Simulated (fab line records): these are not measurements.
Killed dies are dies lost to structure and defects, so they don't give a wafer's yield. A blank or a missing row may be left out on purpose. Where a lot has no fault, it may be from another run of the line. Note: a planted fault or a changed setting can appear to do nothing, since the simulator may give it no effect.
What tool caused it? + flow sfq-line + 21 wafers sampled from 7 lots at 1 step of a route of 325

WHAT THE GAUGES READ, wafer by wafer
SFQ_M0_OVL_MEAS_906.
| lot  | measured     | on         | M0_OVL (nm) |
|------|--------------|------------|-------------|
| L713 | day 11 10:58 | overlay-02 | -1 -9 -4    |
| L715 | day 11 15:46 | overlay-02 | 0 -4 2      |
| L717 | day 12 03:46 | overlay-02 | 2 7 1       |
| L721 | day 12 18:10 | overlay-01 | -13 -6 -4   |
| L727 | day 14 02:07 | overlay-01 | -1 1 4      |
| L729 | day 20 15:01 | overlay-02 | -8 -2 -3    |
| L731 | day 21 15:13 | overlay-01 | -3 -4 -3    |

EACH LOT AND THE TOOL THAT RAN IT (in order: tool; ch and the chambers of the sampled wafers; start)
The record holds no process step before these readings.

THE ANSWER, worked out from the rows above alone
Rule: what is usual is taken from the lots themselves. Put in order of their means at a reading, lots are off if they are a third of the lots or fewer, leave a main group of 4 or more, and stand apart from it by a gap of 3 or more times the standard deviation of the main group's means; of several such gaps the widest counts. A main group is skipped when, at the precision printed for the reading in the tables above, its means are all equal. Also off: a lot with no number at a reading for which 4 or more lots have one. Where the step has rows for the other lots, those lots are counted as sound.
No lot is off at any reading shown: from this, nothing can be told.

WHAT THE SIMULATOR HAD INSERTED
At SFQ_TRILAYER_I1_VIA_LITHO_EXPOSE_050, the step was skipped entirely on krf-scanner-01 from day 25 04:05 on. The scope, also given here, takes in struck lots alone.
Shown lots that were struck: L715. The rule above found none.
